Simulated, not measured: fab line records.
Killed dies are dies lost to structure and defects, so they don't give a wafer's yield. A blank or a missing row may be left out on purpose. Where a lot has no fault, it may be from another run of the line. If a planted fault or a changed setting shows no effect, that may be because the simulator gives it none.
Which tool was responsible?    flow sky130    13 lots, 39 wafers sampled, at 2 steps of a route of 708

== WHAT EACH GAUGE READ, for each wafer ==
SKY_POLY_CUT_OVL_MEAS_09.
lot   measured      on          POLY_CUT_OVL (nm)
L425  day 23 17:44  overlay-01  3 -4 -2
L426  day 24 10:23  overlay-02  1 -15 -5
L427  day 24 23:48  overlay-01  4 -3 4
L428  day 25 03:16  overlay-01  -10 2 0
L432  day 26 21:51  overlay-01  -12 -8 -4
L441  day 29 17:41  overlay-01  0 -11 0
L442  day 30 04:34  overlay-01  -16 -10 -2
L444  day 30 15:50  overlay-02  3 5 2
L446  day 31 06:01  overlay-02  14 1 5
L447  day 31 13:54  overlay-02  -2 -7 -3
L448  day 31 23:02  overlay-01  -3 5 -5

== WHICH TOOL RAN EACH LOT (tool, then ch and the chambers of the sampled wafers, then the start) ==
lot   SKY_SONOS_ONO_WET_ETCH_16
L425  wet-bench-04 ch 1, day 12 08:10
L426  wet-bench-01 ch 2, day 12 18:45
L427  wet-bench-03 ch 0, day 13 04:03
L428  wet-bench-01 ch 0, day 13 13:01
L432  wet-bench-04 ch 0, day 15 03:57
L436  wet-bench-01 ch 3, day 16 20:10
L437  wet-bench-03 ch 1, day 17 07:28
L441  wet-bench-01 ch 0, day 18 03:54
L442  wet-bench-01 ch 2, day 18 21:22
L444  wet-bench-04 ch 3, day 19 07:36
L446  wet-bench-01 ch 1, day 20 00:52
L447  wet-bench-04 ch 3, day 20 12:22
L448  wet-bench-01 ch 1, day 20 19:13
- SKY_SONOS_ONO_WET_ETCH_16: etches SiO2 in dHF, target depth 14 nm, time 280 s.

== AS READ BY THE TOOLS THEMSELVES (means over the sampled wafers that have a number; for cases with no such wafer, the mark the record gives instead) ==
SKY_SONOS_ONO_WET_ETCH_16.
lot   tool          bath-heat-duty-pct (%)  run-length-s (s)
L425  wet-bench-04  5.8                     313
L426  wet-bench-01  5.8                     313
L427  wet-bench-03  5.5                     304
L428  wet-bench-01  6.0                     313
L432  wet-bench-04  7.2                     315
L436  wet-bench-01  -                       -
L437  wet-bench-03  -                       -
L441  wet-bench-01  6.9                     305
L442  wet-bench-01  6.4                     306
L444  wet-bench-04  5.9                     313
L446  wet-bench-01  5.8                     305
L447  wet-bench-04  6.3                     312
L448  wet-bench-01  5.9                     313

== THE ANSWER, worked out from the rows above alone ==
Rule: the lots themselves supply what counts as usual. Put in order of their means at a reading, lots are off if they are a third of the lots or fewer, leave a main group of 4 or more, and stand apart from it by a gap of 3 or more times the standard deviation of the main group's means; of several such gaps the widest counts. If all means in a main group match to the digits the tables above print for the reading, that group is not used. A lot without any number at a reading at which 4 lots or more have one is off too. The other lots that the step has rows for count as sound. First the gauges in route order, then the tools' own readings, where a lot's mean is used as printed above. The first step at which some lot is off is used, and at that step the reading that is off furthest; a lot without a number counts as furthest.
Off, at SKY_SONOS_ONO_WET_ETCH_16 on bath-heat-duty-pct: L436, L437. Without a number there: L436, L437. The main group has a mean of 6.1 % with a standard deviation of 0.49.
If a tool, at that step or one of the process steps before it, ran each lot that is off and ran no sound lot following the first of them, it fits. Of those tried, none fits.

== WHAT WAS PUT IN BY THE SIMULATOR ==
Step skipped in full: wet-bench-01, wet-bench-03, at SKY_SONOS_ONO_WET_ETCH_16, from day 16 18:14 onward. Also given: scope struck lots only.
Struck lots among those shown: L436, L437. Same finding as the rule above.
